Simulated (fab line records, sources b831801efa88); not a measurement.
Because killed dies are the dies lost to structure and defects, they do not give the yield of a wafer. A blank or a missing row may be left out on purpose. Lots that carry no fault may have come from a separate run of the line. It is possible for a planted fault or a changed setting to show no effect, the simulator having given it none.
A struck lot beside a sound one | flow sky130 | 35 steps out of a route of 708
Sound: the wafers L741.1, L741.5, L741.6. The struck wafers were L733.1, L733.2, L733.5. Last of all comes the cause.
Order at every step that has rows: each side's tool, ch and its chambers, its first start. Under that, the readings that differ: sound wafers | struck wafers | difference of the means | sigmas: that difference in standard deviations of wafers without a fault.
alike: words and numbers the same on both sides, and readings whose means are apart by under 2 such deviations; not compared: readings that were withheld, readings missing a value for some wafer, numbers with overlapping values and no deviation given by the record, and bounds like >300 which may hide the same value.
A row with sigmas, a row that says differs or no value, or rows on one side alone: a step with any of these is where the two part. Numbers that have no deviation but don't overlap get no sigmas and don't part them. A reading missing from all wafers of one side parts the sides only when that side holds two or more wafers.

first, 9 steps without rows for these wafers: SKY_METAL3_DESCUM_15 (chemistry O2, time 8 s); SKY_METAL3_ETCH_16 (etches BARC in N2/H2, stops on SiO2, time 88.2 s, target depth 60 nm); SKY_METAL3_ETCH_17 (etches SiO2 in C4F8/O2/Ar, stops on TiN, time 3.9 s, target depth 15 nm); SKY_METAL3_METAL_ETCH_18 (etches the open film in Cl2/BCl3, stops on SiO2, target depth 845 nm, time 183.1 s); SKY_METAL3_STRIP_19 (strips in O2/N2); SKY_METAL3_STRIP_20 (strips in post etch residue remover, time 1200 s); SKY_METAL3_CLEAN_21 (cleans in IPA, time 180 s); SKY_METAL3_CLEAN_22 (cleans in O3/DIW); SKY_VIA3_HDPCVD_00 (deposits SiO2, target thk 1635 nm, time 272.5 s).
SKY_VIA3_CMP_02: polishes SiO2.
  sound on cmp-02 ch 2,3, day 44 23:59; struck on cmp-01 ch 0,1, day 42 16:10
  reading                                  | sound             | struck            | difference | sigmas
  model.SiO2_of_VIA3_HDPCVD_00.thk-nm (nm) | 466.2 464.9 465.7 | 872.5 870.9 873.5 | +406.7     |
  alike: motor-current-A
then, 9 steps without rows for these wafers: SKY_VIA3_DEHYDRATE_04 (time 60 s); SKY_VIA3_HMDS_05 (prime time 60 s); SKY_VIA3_COAT_06 (resist thk 60 nm); SKY_VIA3_COAT_07 (resist thk 450 nm); SKY_VIA3_SOFTBAKE_08 (time 90 s); SKY_VIA3_EXPOSE_09 (exposes mask VIM3, target cd 200 nm); SKY_VIA3_PEB_10; SKY_VIA3_DEVELOP_11 (develop time 60 s); SKY_VIA3_ETCH_14 (etches BARC in N2/H2, stops on SiO2, time 45.9 s, target depth 60 nm).
SKY_VIA3_ETCH_15: etches SiO2 in C4F8/O2/Ar, stops on TiN, target depth 507 nm, time 78 s.
  sound on rie-diel-04 ch 0,3, day 45 20:26; struck on rie-diel-04 ch 2,3, day 43 15:07
  reading                          | sound             | struck            | difference | sigmas
  oes-product-au (a.u.)            | 0.948 0.952 0.953 | 0.985 0.989 0.993 | +0.038     | +7
  model.VIA3.feature-depth-nm (nm) | 466.2 464.9 465.7 | 498.8 490.4 495.4 | +29.3      |
  model.etch.depth-nm (nm)         | 466.2 464.9 465.7 | 498.8 490.4 495.4 | +29.3      |
  not compared: rf-hours-counter-h
then, 13 steps without rows for these wafers: SKY_VIA3_STRIP_16 (strips in O2/N2); SKY_VIA3_STRIP_17 (strips in post etch residue remover, time 1200 s); SKY_VIA3_CLEAN_18 (cleans in IPA, time 180 s); SKY_VIA3_CLEAN_19 (cleans in O3/DIW); SKY_VIA3_SPUTTER_20 (material TiN, target thk 20 nm, time 80 s); SKY_VIA3_CVD_21 (deposits W, target thk 390 nm, time 117.31 s); SKY_VIA3_CMP_24 (polishes, stops on SiO2, t overpolish 20 s, target thk 0 nm); SKY_METAL4_SPUTTER_00 (material Ti, target thk 15 nm, time 10 s); SKY_METAL4_SPUTTER_01 (material TiN, target thk 20 nm, time 16.7 s); SKY_METAL4_SPUTTER_02 (material AlCu, target thk 735 nm, time 39.1 s); SKY_METAL4_SPUTTER_03 (material Ti, target thk 5 nm, time 3.3 s); SKY_METAL4_SPUTTER_04 (material TiN, target thk 70 nm, time 58.3 s); SKY_CAP2M_CVD_00 (deposits SiO2, target thk 15.5 nm).
SKY_METAL4_METAL_ETCH_18: etches the open film in Cl2/BCl3, stops on SiO2, target depth 845 nm, time 183.1 s.
  sound on rie-metal-01 ch 0,1, day 47 15:20; struck on rie-metal-02 ch 0,1, day 45 14:05
  reading                                  | sound             | struck            | difference | sigmas
  model.SiO2_of_VIA3_HDPCVD_00.thk-nm (nm) | 435.9 434.9 435.7 | 842.3 841.8 843.1 | +406.9     |
  alike: drypump-motor-current-A, he-backside-leak-sccm, oes-product-au, throttle-valve-pct
  not compared: rf-hours-counter-h
-- the record jumps here: 4 days lie between the struck wafers' starts before and after (it left off in module METAL4 and takes up again in module PAD_OPEN, whose first step shown is number 708 of the route) --
SKY_PAD_OPEN_PROBE_99:
  sound on prober-01 at day 50 20:40; struck on prober-01 at day 49 04:00
  reading                                     | sound                | struck               | difference | sigmas
  model.etest.tester.sort-n-pass              | 422 403 399          | 0 0 0                | -408       |
  model.etest.tester.sort-yield-pct (%)       | 85.77 81.91 81.1     | 0 0 0                | -83        |
  model.etest.tester.sort_bin_5_pct (%)       | 8.13 11.99 12.4      | 90.57 90.07 92.01    | +80.04     |
  model.etest.tester.sort_bin_3_pct (%)       | 0.2033 0.4065 0.6098 | 2.112 3.221 2.093    | +2.069     |
  model.etest.met4-comb.leak-log10-a-um       | -12.05 -11.98 -12.09 | -10.78 -10.36 -10.57 | +1.47      |
  model.etest.li-comb.under-floor             | 0 0 0                | 1 1 1                | +1         |
  model.etest.diode-ndiff-pwell.under-floor   | 0 0 0                | 1 1 1                | +1         |
  model.etest.diode-pdiff-fingers.under-floor | 0 0 0                | 1 1 1                | +1         |
  alike: defect-limited-yield, killed_at_M0_to_M3, killed_at_M4_up, killed-at-contacts, killed-at-front-end, killed-at-other, killed-dies, killed-open, killed-short

## WHERE THEY PART
SKY_VIA3_ETCH_15 only, going by this record. Later steps at which nothing parts them and some readings are alike: SKY_METAL4_METAL_ETCH_18, SKY_PAD_OPEN_PROBE_99.

WHY: the cause the simulator had injected
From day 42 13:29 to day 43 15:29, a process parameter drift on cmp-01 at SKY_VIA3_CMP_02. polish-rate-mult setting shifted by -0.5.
